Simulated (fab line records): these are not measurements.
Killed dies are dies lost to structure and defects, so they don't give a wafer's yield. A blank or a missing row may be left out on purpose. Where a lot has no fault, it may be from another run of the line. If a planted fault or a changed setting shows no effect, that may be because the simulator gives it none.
Which tool was responsible? | flow gf180mcu | 13 lots with 39 wafers sampled at 5 steps, on a route of 602 steps

## WHAT THE GAUGES SHOWED, per wafer
GF_NSD_OVL_MEAS_08.
lot  | measured     | on         | NSD_OVL (nm)
L838 | day 13 06:28 | overlay-01 | -0.9 0.5 0.3
L839 | day 13 15:58 | overlay-02 | -1.5 0.8 -0.2
L840 | day 13 21:52 | overlay-02 | -1.3 -2.3 0.1
L841 | day 14 05:01 | overlay-01 | -2.1 -0.4 0.8
L844 | day 15 11:07 | overlay-02 | 0.3 -0.8 0.2
L846 | day 16 16:09 | overlay-02 | -2.2 -1.1 -1.1
L851 | day 18 05:31 | overlay-01 | -0.8 -1.1 -0.3
L854 | day 19 01:01 | overlay-02 | -1.6 -0.8 -3.2
L858 | day 20 07:01 | overlay-01 | 0.6 -2.9 -1.1
L857 | day 20 07:55 | overlay-02 | -0.1 0.2 -1.0
L859 | day 20 14:43 | overlay-02 | 0.6 -0.8 0.8
L860 | day 20 19:16 | overlay-02 | 1.1 3.3 2.3
L861 | day 21 04:16 | overlay-02 | 2.2 -0.2 0.2

GF_PSD_CD_MEAS_07: target cd 400 nm.
lot  | measured     | on        | cd-nm (nm)
L838 | day 14 01:34 | cd-sem-01 | 399.7 399.0 396.9
L839 | day 14 11:41 | cd-sem-02 | 399.3 398.0 394.8
L840 | day 14 18:20 | cd-sem-01 | 401.1 400.9 401.4
L841 | day 15 00:59 | cd-sem-02 | 399.6 400.0 398.8
L844 | day 16 08:59 | cd-sem-01 | 404.1 404.1 402.6
L846 | day 17 14:49 | cd-sem-02 | 398.3 397.0 397.1
L851 | day 19 05:22 | cd-sem-02 | 398.7 398.4 397.1
L854 | day 20 01:50 | cd-sem-02 | 401.2 401.1 403.3
L858 | day 21 07:07 | cd-sem-02 | 398.4 398.5 398.8
L857 | day 21 08:29 | cd-sem-02 | 398.0 400.2 398.2
L859 | day 21 14:50 | cd-sem-01 | 396.0 394.6 394.7
L860 | day 21 19:31 | cd-sem-01 | 400.7 400.6 400.0
L861 | day 22 04:26 | cd-sem-02 | 399.0 399.4 400.3

GF_SAB_THK_MEAS_01.
lot  | measured     | on            | SAB_CVD_00_THK (nm)
L838 | day 14 02:25 | film-metro-01 | 49.8 50.5 50.7
L839 | day 14 12:34 | film-metro-02 | 50.4 49.5 51.0
L840 | day 14 19:12 | film-metro-01 | 49.5 49.0 50.5
L841 | day 15 01:51 | film-metro-02 | 49.8 49.6 51.1
L844 | day 16 09:55 | film-metro-03 | 48.2 49.1 50.3
L846 | day 17 15:40 | film-metro-02 | 49.9 50.1 49.5
L851 | day 19 06:13 | film-metro-01 | 49.4 50.5 49.9
L854 | day 20 02:40 | film-metro-01 | 49.7 51.3 50.4
L858 | day 21 07:58 | film-metro-01 | 49.9 49.6 50.5
L857 | day 21 09:19 | film-metro-03 | 49.5 51.2 49.6
L859 | day 21 15:42 | film-metro-02 | 49.5 50.7 50.1
L860 | day 21 20:22 | film-metro-01 | 49.1 49.4 50.4
L861 | day 22 05:16 | film-metro-03 | 50.9 50.4 51.7

GF_SAB_CD_MEAS_09: target cd 420 nm.
lot  | measured     | on        | cd-nm (nm)
L838 | day 14 23:19 | cd-sem-01 | 423.2 421.1 422.7
L839 | day 15 09:44 | cd-sem-02 | 418.5 420.5 418.5
L840 | day 15 16:23 | cd-sem-01 | 419.4 418.5 419.9
L841 | day 15 22:50 | cd-sem-02 | 420.1 421.1 419.9
L844 | day 17 08:49 | cd-sem-01 | 448.2 448.2 447.1 448.0 448.7 447.5
L846 | day 18 15:19 | cd-sem-02 | 423.7 423.1 423.3
L851 | day 20 06:22 | cd-sem-02 | 420.4 421.7 422.3
L854 | day 21 02:50 | cd-sem-02 | 419.7 418.3 420.0
L858 | day 22 06:52 | cd-sem-01 | 420.2 420.3 419.3
L857 | day 22 08:59 | cd-sem-02 | 417.7 420.1 421.5
L859 | day 22 15:08 | cd-sem-01 | 419.1 417.4 417.7
L860 | day 22 19:16 | cd-sem-01 | 422.0 423.6 424.7
L861 | day 23 04:08 | cd-sem-02 | 415.3 416.4 416.8

## WHAT TOOL EACH LOT RAN ON (gives the tool, then ch and the chambers of the sampled wafers, and finally the start)
lot  | GF_SAB_EXPOSE_06
L838 | iline-stepper-01 ch 0, day 14 12:59
L839 | iline-stepper-01 ch 0, day 14 22:59
L840 | iline-stepper-02 ch 0, day 15 06:07
L841 | iline-stepper-02 ch 0, day 15 12:23
L844 | iline-stepper-02 ch 0, day 16 21:00
L846 | iline-stepper-02 ch 0, day 18 03:13
L851 | iline-stepper-01 ch 0, day 19 18:19
L854 | iline-stepper-01 ch 0, day 20 15:09
L858 | iline-stepper-02 ch 0, day 21 19:52
L857 | iline-stepper-01 ch 0, day 21 21:30
L859 | iline-stepper-02 ch 0, day 22 03:37
L860 | iline-stepper-02 ch 0, day 22 07:28
L861 | iline-stepper-01 ch 0, day 22 17:00
- GF_SAB_EXPOSE_06: exposes mask SAB, target cd 420 nm.

## WHAT THE TOOLS THEMSELVES READ (means of the sampled wafers that have a number; where no wafer has one, the mark that the record gives instead)
The record holds no such reading with a usual standard deviation.

## THE ANSWER, worked out from the rows above alone
Rule: the lots themselves supply what counts as usual. Put in order of their means at a reading, lots are off if they are a third of the lots or fewer, leave a main group of 4 or more, and stand apart from it by a gap of 3 or more times the standard deviation of the main group's means; of several such gaps the widest counts. If all means in a main group match to the digits the tables above print for the reading, that group is not used. Also off: a lot with no number at a reading for which 4 or more lots have one. The other lots that the step has rows for count as sound. First the gauges in route order, then the tools' own readings, where a lot's mean is used as printed above. At the first step where some lot is off, the reading lying furthest off is the one used; lots without a number count as furthest.
Off: L844, at GF_SAB_CD_MEAS_09 (cd-nm). For the main group the mean is 420.2 nm and the standard deviation 2.
A tool fits if, at a process step before that reading, it ran every lot that is off, and no sound lot after the first of them. Gauges at GF_SAB_CD_MEAS_09: tried the same way as those tools. None of those tried fits.

## WHAT THE SIMULATOR PUT IN
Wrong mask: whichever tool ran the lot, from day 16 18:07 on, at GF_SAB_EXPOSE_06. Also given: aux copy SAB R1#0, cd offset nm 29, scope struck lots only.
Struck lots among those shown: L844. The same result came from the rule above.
